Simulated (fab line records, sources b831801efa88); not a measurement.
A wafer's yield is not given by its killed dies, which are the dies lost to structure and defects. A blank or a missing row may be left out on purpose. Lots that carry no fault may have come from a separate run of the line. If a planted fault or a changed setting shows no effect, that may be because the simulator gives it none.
Chamber matching ; flow sky130 ; cmp-01 running SKY_LI_CONTACT_CMP_24: 4 sister chambers
The step polishes, stops on PSG, t overpolish 20 s, target thk 0 nm. 14 wafers are shown with their chamber, then 7 later ones without.

== EACH WAFER AND ITS CHAMBER ==
wafer;chamber;motorCurrentA (A);timeToEndpointS (s);overpolishRunS (s)
L910.1;0;11.3;96;20.005
L910.2;1;11.4;95;19.998
L910.4;3;10.2;97;20.000
L911.1;0;10.9;101;19.992
L911.2;3;10.0;92;19.986
L911.5;0;11.5;100;20.000
L913.1;1;11.7;93;19.999
L913.3;0;11.2;99;19.995
L913.6;1;11.1;92;19.991
L916.3;2;13.8;99;19.986
L916.5;0;11.3;102;20.001
L916.6;3;10.2;95;20.007
L917.1;0;11.2;99;20.009
L917.5;0;11.7;103;19.999

SIGNATURES (averages over the wafers above)
reading;chamber 0;chamber 1;chamber 2;chamber 3;scatter within a chamber
motorCurrentA;11.300;11.400;13.800;10.133;0.242
timeToEndpointS;100.00;93.33;99.00;94.67;2.22
overpolishRunS;20.00014;19.99600;19.98600;19.99767;0.00681
Rule: a wafer's distance from a chamber is the root of the sum, over the readings, of the square of ((its reading less the chamber's mean) divided by the reading's scatter). The wafer belongs to the nearest chamber; if the next one is less than 2 further off, it can't be placed. The scatter is the square root of a quotient: the sum, over the shown wafers, of each reading's squared deviation from its chamber's mean, divided by wafers minus chambers.

== WAFERS WITHOUT THEIR CHAMBER ==
wafer;motorCurrentA (A);timeToEndpointS (s);overpolishRunS (s)
L917.6;11.5;98;19.986
L924.1;10.2;100;19.990
L924.5;11.6;103;20.003
L924.6;10.1;97;19.995
L925.1;11.2;95;19.987
L925.4;11.1;96;20.004
L925.5;12.7;101;20.000

== WHICH CHAMBER EACH WENT THROUGH ==
wafer;from the rows above;in truth
L917.6;can't be placed: 0 or 1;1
L924.1;3;3
L924.5;0;0
L924.6;3;3
L925.1;can't be placed: 1 or 0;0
L925.4;can't be placed: 0 or 1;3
L925.5;can't be placed: 2 or 0 or 1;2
Placed correctly: 3 of 7. From these rows, 4 cannot be placed; in 3 the true chamber is one of the candidates. Placed wrongly: 0.
